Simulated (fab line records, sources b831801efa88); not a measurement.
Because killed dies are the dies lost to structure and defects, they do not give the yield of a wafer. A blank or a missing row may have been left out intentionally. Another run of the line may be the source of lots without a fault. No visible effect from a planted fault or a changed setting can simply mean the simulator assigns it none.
fab line records -- flow sky130
record: lots: 6, wafers: 18, last-day: 50
route steps=708 shown GATE_OXIDE@196 POLY_GATE@204 RES_PROTECT@206 PAD_OPEN@708
lots with no fault: from the same line, run without faults
start-h: start of the lot's first displayed wafer, in hours after the record's first day -- wait-h: hours elapsed since this lot's preceding step -- " as in the row above -- L1.1+2: a single row standing in for several wafers -- - no value, or no start given -- * or withheld: withheld -- < > ~ a bound
route shown NAME@n: a module of which the file shows steps, and the number in the route of the first -- usual: mean/standard deviation taken from wafers without a fault -- same: alike in all rows -- chamber/n: place in a boat -- sites: the reading at each site -- _std_site: the standard deviation of these -- _edge_site: inner sites' mean taken away from outer sites' mean -- radius-mm: for every site, how far away it sits from the centre of the wafer -- mask NAME#n: copy n -- behind: the last tool/chamber to shape the wafer -- hold: cause of the lot's hold/its duration in hours/its outcome -- device: whichever transistor did not switch (one of n, p or np) -- end of line: tests run on the same wafers once the route is complete -- a step without rows: its recipe alone -- killed: dies lost to structure and defects at the first sort, not the wafer's yield -- map: shows each die of a wafer: x if killed, . if not, _ if none is there
set.NAME: the setting that was run; set.NAME@STEP: the one run at that earlier step -- model.NAME: the simulator's own value behind a step, which no gauge read
lots seen at some steps along the route; tables by step, rows by wafer
services: from which hour (start-h, from the record's first day; less than 0 if before it) a tool's chamber was out of use, for how many hours, and why
== steps ==
step: SKY_GATE_OXIDE_DEVELOP_09
recipe: resist: NOVOLAK, developer: TMAH, develop-time-s: 60, dev-temp-c: 23
step: SKY_GATE_OXIDE_OVL_MEAS_10
usual: GATE_OXIDE_OVL: -0.2/1.1
lot.wafer,tool,chamber,start-h,wait-h,GATE_OXIDE_OVL[nm]
L885.2,overlay-02,-,351.04,0.1,0.9
L885.3,overlay-02,-,351.04,0.1,-1.3
L885.6,overlay-02,-,351.04,0.1,-0.8
L889.1,overlay-02,-,387.44,0.1,-0.2
L889.2,overlay-02,-,387.44,0.1,-1.1
L889.5,overlay-02,-,387.44,0.1,0.7
L901.1,overlay-02,-,481.43,0.1,-1.5
L901.2,overlay-02,-,481.43,0.1,-0.8
L901.5,overlay-02,-,481.43,0.1,-2.7
L902.2,overlay-02,-,496.47,0.1,-0.8
L902.3,overlay-02,-,496.47,0.1,0.5
L902.5,overlay-02,-,496.47,0.1,-0.9
L903.3,overlay-02,-,496.80,0.1,-2.7
L903.4,overlay-02,-,496.80,0.1,-1.8
L903.6,overlay-02,-,496.80,0.1,-1.6
L904.3,overlay-02,-,506.66,0.1,-2.6
L904.5,overlay-02,-,506.66,0.1,-1.3
L904.6,overlay-02,-,506.66,0.1,-0.4
step: SKY_GATE_OXIDE_IMPLANT_11
recipe: species: B, energy-kev: 10, dose-cm2: 2.6e+12, tilt-deg: withheld
step: SKY_GATE_OXIDE_WET_ETCH_12
recipe: chemistry: dHF, target-depth-nm: 16.8, dry: n2-spin, target: SiO2, dilution: 100:1, temp-c: 25, time-s: 336
step: SKY_GATE_OXIDE_STRIP_13
recipe: chemistry: O2/N2, power-w: 1400, pressure-mtorr: 1500, platen-temp-c: withheld, o2-flow-sccm: 3000, n2-flow-sccm: 300, overash-fraction: 0.5
usual: drypump-motor-current-A: 5.5/0.6, oes-product-au: 0.716/0.0047, strip-time-to-endpoint-s: 14.17/0.047
lot.wafer,tool,chamber,start-h,wait-h,drypump-motor-current-A,oes-product-au,rf-hours-counter-h,strip-time-to-endpoint-s
L885.2,plasma-asher-04,0,351.32,0.0,6.3,0.718,67,14.12
L885.3,plasma-asher-04,0,351.32,0.0,6.4,0.714,-,14.11
L885.6,plasma-asher-04,1,351.32,0.0,4.9,0.717,-,14.12
L889.1,plasma-asher-02,1,387.72,0.0,5.0,0.715,65,14.19
L889.2,plasma-asher-02,0,387.72,0.0,5.2,0.720,65,14.19
L889.5,plasma-asher-02,0,387.72,0.0,5.2,0.712,-,14.19
L901.1,plasma-asher-03,1,481.73,0.0,6.2,0.717,67,14.10
L901.2,plasma-asher-03,0,481.73,0.0,5.7,0.713,67,14.11
L901.5,plasma-asher-03,0,481.73,0.0,5.6,0.723,-,14.09
L902.2,plasma-asher-02,1,496.76,0.0,5.0,0.713,77,14.18
L902.3,plasma-asher-02,1,496.76,0.0,5.0,0.711,-,14.14
L902.5,plasma-asher-02,1,496.76,0.0,5.0,0.719,-,14.19
L903.3,plasma-asher-03,0,497.11,0.0,5.7,0.710,-,14.22
L903.4,plasma-asher-03,1,497.11,0.0,6.2,0.718,-,14.27
L903.6,plasma-asher-03,0,497.11,0.0,5.7,0.715,-,14.26
L904.3,plasma-asher-02,0,506.97,0.0,5.2,0.716,-,14.09
L904.5,plasma-asher-02,1,506.97,0.0,5.0,0.715,-,14.14
L904.6,plasma-asher-02,0,506.97,0.0,5.2,0.713,-,14.13
step: SKY_GATE_OXIDE_TW_MEAS_14
usual: GATE_OXIDE_TW: 226.0/2
lot.wafer,tool,chamber,start-h,wait-h,GATE_OXIDE_TW
L885.2,film-metro-01,-,351.43,0.1,226.2
L885.3,film-metro-01,-,351.43,0.1,225.6
L885.6,film-metro-01,-,351.43,0.1,225.1
L889.1,film-metro-04,-,387.82,0.1,229.9
L889.2,film-metro-04,-,387.82,0.1,228.2
L889.5,film-metro-04,-,387.82,0.1,229.4
L901.1,film-metro-04,-,481.83,0.1,226.5
L901.2,film-metro-04,-,481.83,0.1,228.6
L901.5,film-metro-04,-,481.83,0.1,227.8
L902.2,film-metro-01,-,496.86,0.1,226.2
L902.3,film-metro-01,-,496.86,0.1,226.3
L902.5,film-metro-01,-,496.86,0.1,227.2
L903.3,film-metro-03,-,497.19,0.1,224.3
L903.4,film-metro-03,-,497.19,0.1,223.6
L903.6,film-metro-03,-,497.19,0.1,223.4
L904.3,film-metro-01,-,507.06,0.1,226.0
L904.5,film-metro-01,-,507.06,0.1,226.5
L904.6,film-metro-01,-,507.06,0.1,225.5
step: SKY_GATE_OXIDE_CLEAN_15
recipe: chemistry: SC1/SC2, mix: 1:4:20, temp-c: 70, time-s: 150, dry: n2-spin
step: SKY_GATE_OXIDE_OXIDATION_16
recipe: temp-c: 800, ambient: O2, idle-temp-c: 700, ramp-up-c-per-min: 10, ramp-down-c-per-min: 3, stabilise-s: 600, purge-s: 300, target-thk-a: 35.7, ox-time-s: 1915
step: SKY_POLY_GATE_CVD_00
recipe: material: poly-Si, target-thk-nm: 180, temp-c: 620, time-s: 720, pressure-mtorr: 200
step: SKY_POLY_GATE_THK_MEAS_01
recipe: reads: poly-Si_of_POLY_GATE_CVD_00
usual: POLY_GATE_CVD_00_THK: 179.7/1.7
lot.wafer,tool,chamber,start-h,wait-h,POLY_GATE_CVD_00_THK[nm]
L885.2,film-metro-03,-,358.91,0.0,179.3
L885.3,film-metro-03,-,358.91,0.0,181.4
L885.6,film-metro-03,-,358.91,0.0,180.1
L889.1,film-metro-03,-,393.09,0.0,179.5
L889.2,film-metro-03,-,393.09,0.0,179.0
L889.5,film-metro-03,-,393.09,0.0,178.4
L901.1,film-metro-02,-,484.72,0.0,179.1
L901.2,film-metro-02,-,484.72,0.0,180.3
L901.5,film-metro-02,-,484.72,0.0,179.3
L902.2,film-metro-03,-,499.76,0.0,177.0
L902.3,film-metro-03,-,499.76,0.0,177.3
L902.5,film-metro-03,-,499.76,0.0,176.7
L903.3,film-metro-01,-,500.97,0.0,179.7
L903.4,film-metro-01,-,500.97,0.0,179.8
L903.6,film-metro-01,-,500.97,0.0,179.3
L904.3,film-metro-02,-,509.90,0.0,181.7
L904.5,film-metro-02,-,509.90,0.0,181.1
L904.6,film-metro-02,-,509.90,0.0,180.1
step: SKY_RES_PROTECT_DEHYDRATE_00
recipe: temp-c: 200, time-s: 60
step: SKY_RES_PROTECT_HMDS_01
recipe: prime-time-s: 60, prime-temp-c: 120
step: SKY_RES_PROTECT_COAT_02
recipe: resist: NOVOLAK, spin-rpm: 3000, resist-thk-nm: 1140
usual: chill-plate-temp-C: 22.99/0.1, dispense-pressure-kPa: 52.6/2.6
lot.wafer,tool,chamber,start-h,wait-h,chill-plate-temp-C,dispense-pressure-kPa
L885.2,litho-track-04,0,372.17,0.1,23.11,56.6
L885.3,litho-track-04,0,372.17,0.1,23.06,56.6
L885.6,litho-track-04,0,372.17,0.1,23.08,56.6
L889.1,litho-track-02,0,406.19,0.1,22.95,51.1
L889.2,litho-track-02,0,406.19,0.1,23.07,51.1
L889.5,litho-track-02,0,406.19,0.1,23.08,51.1
L901.1,litho-track-03,-,498.37,0.1,-,-
L901.2,litho-track-03,-,498.37,0.1,-,-
L901.5,litho-track-03,-,498.37,0.1,-,-
L902.2,litho-track-02,-,515.02,0.1,-,-
L902.3,litho-track-02,-,515.02,0.1,-,-
L902.5,litho-track-02,-,515.02,0.1,-,-
L903.3,litho-track-02,0,516.24,0.1,22.88,51.2
L903.4,litho-track-02,0,516.24,0.1,22.93,51.1
L903.6,litho-track-02,0,516.24,0.1,23.06,51.2
L904.3,litho-track-03,0,524.67,0.1,22.96,50.6
L904.5,litho-track-03,0,524.67,0.1,23.04,50.6
L904.6,litho-track-03,0,524.67,0.1,22.89,50.6
step: SKY_RES_PROTECT_SOFTBAKE_03
recipe: temp-c: 90, time-s: 60, resist: NOVOLAK
step: SKY_PAD_OPEN_PROBE_99
usual: killed_at_M0_to_M3: 45/7.5, killed_at_M4_up: 3.2/1.8, killed-at-contacts: 24/4.9, killed-at-front-end: 15/4.4, killed-at-other: 0.3/0.54, killed-dies: 87/9.8, killed-open: 47/6.4, killed-short: 40/6.5
same: gross-dies: 492, killed-at-back-side: 0
lot.wafer,tool,chamber,start-h,wait-h,killed_at_M0_to_M3,killed_at_M4_up,killed-at-contacts,killed-at-front-end,killed-at-other,killed-dies,killed-open,killed-short,model.etest.res-xhigh-po.line-ohm-um,model.etest.res-xhigh-po.rs-ohm-sq,model.etest.res-high-po.line-ohm-um,model.etest.res-high-po.rs-ohm-sq,model.etest.licon-high-po.rc-ohm,model.etest.res-xhigh-po.rs-ohm-sq-range,model.etest.res-xhigh-po.rs-ohm-sq-rim-less-centre,model.etest.res-high-po.rs-ohm-sq-range
L885.2,prober-01,-,1108.36,0.1,36,4,20,11,0,71,43,28,5635,1926,759.1,261.4,342.9,142.4,108.1,10.12
L885.3,prober-01,-,1108.41,0.2,45,4,29,13,2,93,52,41,5559,1943,742,256.4,356.6,144.1,118.2,12.09
L885.6,prober-01,-,1108.56,0.2,45,5,21,11,0,82,43,39,5737,1992,752.6,263.3,357.5,154.8,119.4,9.065
L889.1,prober-01,-,1135.51,0.1,36,6,22,14,0,78,44,33,5696,1981,750.1,261.8,350.3,99.43,65.61,11.99
L889.2,prober-01,-,1135.56,0.1,44,6,26,10,0,86,50,33,5667,1960,740.1,259.6,342.4,104.2,73.57,8.782
L889.5,prober-01,-,1135.71,0.2,50,3,28,12,0,93,50,38,5648,1961,754.2,263,344.3,114.9,66.55,10.72
L901.1,prober-01,-,1189.19,0.1,44,0,20,16,0,80,45,35,170.8,60.51,215.5,76.36,189,3.318,1.957,2.346
L901.2,prober-01,-,1189.24,0.1,35,3,27,10,0,75,37,37,174.1,60.56,218.4,76.93,186.3,3.747,1.814,3.162
L901.5,prober-01,-,1189.39,0.2,28,4,29,12,0,73,42,31,170.1,60.18,217.7,76.11,176.8,3.899,2.558,3.113
L903.3,prober-02,-,1197.69,0.2,37,4,24,17,0,82,46,36,5639,1952,724.3,256.3,346,87.98,70.8,7.137
L903.4,prober-02,-,1197.74,0.2,39,2,29,12,1,83,46,37,5643,1995,734.2,261.6,350.6,81.54,49.23,7.98
L903.6,prober-02,-,1197.84,0.2,41,4,26,11,0,82,42,40,5817,2004,746.5,260.4,357.4,88.45,69.1,8.197
L902.2,prober-01,-,1198.41,0.1,46,3,25,18,0,92,45,47,175.7,61.73,225.9,78.92,187.7,1.183,-0.05905,2.471
L902.3,prober-01,-,1198.46,0.2,40,4,26,8,0,78,36,42,174.5,61.15,224.2,78.06,188.3,2.536,0.6375,3.02
L902.5,prober-01,-,1198.56,0.2,53,3,19,20,0,95,49,46,177.5,61.6,224.5,78.66,195,1.856,0.405,1.189
L904.3,prober-01,-,1203.06,0.2,38,1,20,10,0,69,37,30,5624,1995,740,259.2,361.3,128.6,110.5,11.1
L904.5,prober-01,-,1203.16,0.2,45,2,31,17,0,95,49,46,5522,1953,723.1,257.5,349.7,116.8,97.53,15.7
L904.6,prober-01,-,1203.21,0.2,38,1,31,10,0,80,46,34,5495,1958,727.8,258.8,346.5,116.4,91.47,15.81
killed by level:class
L885.2 CONTACT:geometric-particle:open=8 VIA1:geometric-particle:open=8 VIA3:geometric-particle:open=6 LI_CONTACT:geometric-particle:short=5 VIA2:geometric-particle:open=5 VIA1:geometric-particle:short=5 LI_CONTACT:geometric-particle:open=4 FIELD_ISO:geometric-particle:open=3
L885.3 VIA1:geometric-particle:open=11 LI_CONTACT:geometric-particle:open=9 CONTACT:geometric-particle:open=9 VIA3:geometric-particle:open=8 VIA2:geometric-particle:open=7 METAL1:geometric-particle:short=6 LOCAL_INTERCONNECT:geometric-particle:short=5 VIA1:geometric-particle:short=5
L885.6 VIA2:geometric-particle:open=9 VIA1:geometric-particle:open=8 METAL2:geometric-particle:short=8 CONTACT:geometric-particle:open=7 METAL1:geometric-particle:short=7 VIA3:geometric-particle:open=7 LOCAL_INTERCONNECT:geometric-particle:short=6 FIELD_ISO:geometric-particle:short=5
L889.1 VIA1:geometric-particle:open=8 FIELD_ISO:geometric-particle:short=7 VIA3:geometric-particle:open=7 LI_CONTACT:geometric-particle:open=7 CONTACT:geometric-particle:open=6 VIA2:geometric-particle:open=6 VIA1:geometric-particle:short=5 FIELD_ISO:geometric-particle:open=4
L889.2 VIA1:geometric-particle:open=10 LI_CONTACT:geometric-particle:open=9 VIA2:geometric-particle:open=8 CONTACT:geometric-particle:open=7 METAL2:geometric-particle:short=7 VIA3:geometric-particle:open=7 CONTACT:geometric-particle:short=5 POLY_GATE:geometric-particle:open=4
L889.5 CONTACT:geometric-particle:open=14 VIA1:geometric-particle:open=11 VIA2:geometric-particle:open=8 VIA3:geometric-particle:short=7 LI_CONTACT:geometric-particle:open=5 VIA3:geometric-particle:open=5 LI_CONTACT:geometric-particle:short=4 LOCAL_INTERCONNECT:geometric-particle:short=4
L901.1 CONTACT:geometric-particle:open=9 VIA3:geometric-particle:open=9 VIA1:geometric-particle:open=8 VIA2:geometric-particle:short=7 VIA1:geometric-particle:short=7 CONTACT:geometric-particle:short=5 FIELD_ISO:geometric-particle:open=4 POLY_GATE:geometric-particle:short=4
L901.2 CONTACT:geometric-particle:open=13 METAL2:geometric-particle:short=8 VIA1:geometric-particle:open=7 CONTACT:geometric-particle:short=6 VIA2:geometric-particle:short=6 LI_CONTACT:geometric-particle:open=5 VIA3:geometric-particle:short=4 VIA3:geometric-particle:open=4
L901.5 LI_CONTACT:geometric-particle:open=9 CONTACT:geometric-particle:open=8 VIA1:geometric-particle:short=6 CONTACT:geometric-particle:short=6 VIA3:geometric-particle:open=5 VIA2:geometric-particle:open=5 FIELD_ISO:geometric-particle:short=4 VIA1:geometric-particle:open=4
L903.3 VIA1:geometric-particle:open=14 LI_CONTACT:geometric-particle:open=8 LOCAL_INTERCONNECT:geometric-particle:short=8 FIELD_ISO:geometric-particle:short=6 CONTACT:geometric-particle:open=6 POLY_GATE:geometric-particle:short=4 METAL1:geometric-particle:short=4 METAL2:geometric-particle:short=4
L903.4 CONTACT:geometric-particle:open=13 VIA1:geometric-particle:open=11 FIELD_ISO:geometric-particle:short=6 VIA3:geometric-particle:open=6 CONTACT:geometric-particle:short=5 LOCAL_INTERCONNECT:geometric-particle:short=5 LI_CONTACT:geometric-particle:short=4 METAL1:geometric-particle:short=4
L903.6 CONTACT:geometric-particle:open=13 METAL1:geometric-particle:short=8 VIA1:geometric-particle:open=7 LI_CONTACT:geometric-particle:open=6 METAL2:geometric-particle:short=6 VIA2:geometric-particle:open=6 FIELD_ISO:geometric-particle:short=5 FIELD_ISO:geometric-particle:open=4
L902.2 VIA1:geometric-particle:open=14 METAL2:geometric-particle:short=10 CONTACT:geometric-particle:open=7 LI_CONTACT:geometric-particle:open=6 LOCAL_INTERCONNECT:geometric-particle:short=6 METAL1:geometric-particle:short=6 FIELD_ISO:geometric-particle:open=5 FIELD_ISO:geometric-particle:short=4
L902.3 LI_CONTACT:geometric-particle:open=8 METAL1:geometric-particle:short=7 METAL2:geometric-particle:short=7 VIA1:geometric-particle:open=5 CONTACT:geometric-particle:short=5 CONTACT:geometric-particle:open=5 VIA2:geometric-particle:open=5 LI_CONTACT:geometric-particle:short=4
L902.5 FIELD_ISO:geometric-particle:short=11 VIA1:geometric-particle:open=11 METAL2:geometric-particle:short=8 VIA2:geometric-particle:open=8 VIA3:geometric-particle:open=6 LI_CONTACT:geometric-particle:open=6 CONTACT:geometric-particle:open=6 METAL1:geometric-particle:short=5
L904.3 VIA1:geometric-particle:open=13 CONTACT:geometric-particle:open=8 VIA2:geometric-particle:open=7 LOCAL_INTERCONNECT:geometric-particle:short=5 FIELD_ISO:geometric-particle:open=4 VIA2:geometric-particle:short=4 CONTACT:geometric-particle:short=4 VIA3:geometric-particle:short=4
L904.5 CONTACT:geometric-particle:open=12 VIA1:geometric-particle:open=11 FIELD_ISO:geometric-particle:open=7 VIA2:geometric-particle:open=6 LI_CONTACT:geometric-particle:short=5 LI_CONTACT:geometric-particle:open=5 LOCAL_INTERCONNECT:geometric-particle:short=5 VIA2:geometric-particle:short=5
L904.6 CONTACT:geometric-particle:open=13 VIA1:geometric-particle:open=9 METAL1:geometric-particle:short=8 VIA2:geometric-particle:open=8 LI_CONTACT:geometric-particle:open=7 LOCAL_INTERCONNECT:geometric-particle:short=4 LI_CONTACT:geometric-particle:short=3 METAL3:geometric-particle:short=3
== services ==
tool,chamber,start-h,hours,kind
plasma-asher-02,-,354.79,15.6,pm
plasma-asher-04,-,404.28,1.1,repair
plasma-asher-04,-,421.25,9.0,pm
plasma-asher-04,0,421.25,9.0,vent-cycle
plasma-asher-04,1,421.25,9.0,vent-cycle
plasma-asher-04,0,430.25,-,clean
plasma-asher-04,1,430.25,-,clean
plasma-asher-03,-,459.58,5.8,repair
plasma-asher-04,-,475.77,2.8,pm
== key ==
first-sign: step: SKY_RES_PROTECT_COAT_02, reading: tool-record, direction: missing
effect none on later readings
model-effect: step: SKY_PAD_OPEN_PROBE_99, value: etest.res-xhigh-po.line-ohm-um, without: 5943, struck: 173.8
met-at SKY_RES_PROTECT_COAT_02
struck-wafers L901.1,L901.2,L901.5,L902.2,L902.3,L902.5
tester-left-out L901,L902
onset-between 406.19 498.37
fault: kind: skipped-step-whole, tool: litho-track-02,litho-track-03, chamber: -, onset-h: 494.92, steps: SKY_RES_PROTECT_COAT_02, scope: struck-lots-only
tester-left-out: of these lots the tester's yield and bins aren't shown, on N5 and GAA mostly nor the transistor test; their killed dies are dies lost to structure and defects alone, not to doping, threshold or leakage, so they don't give the yield
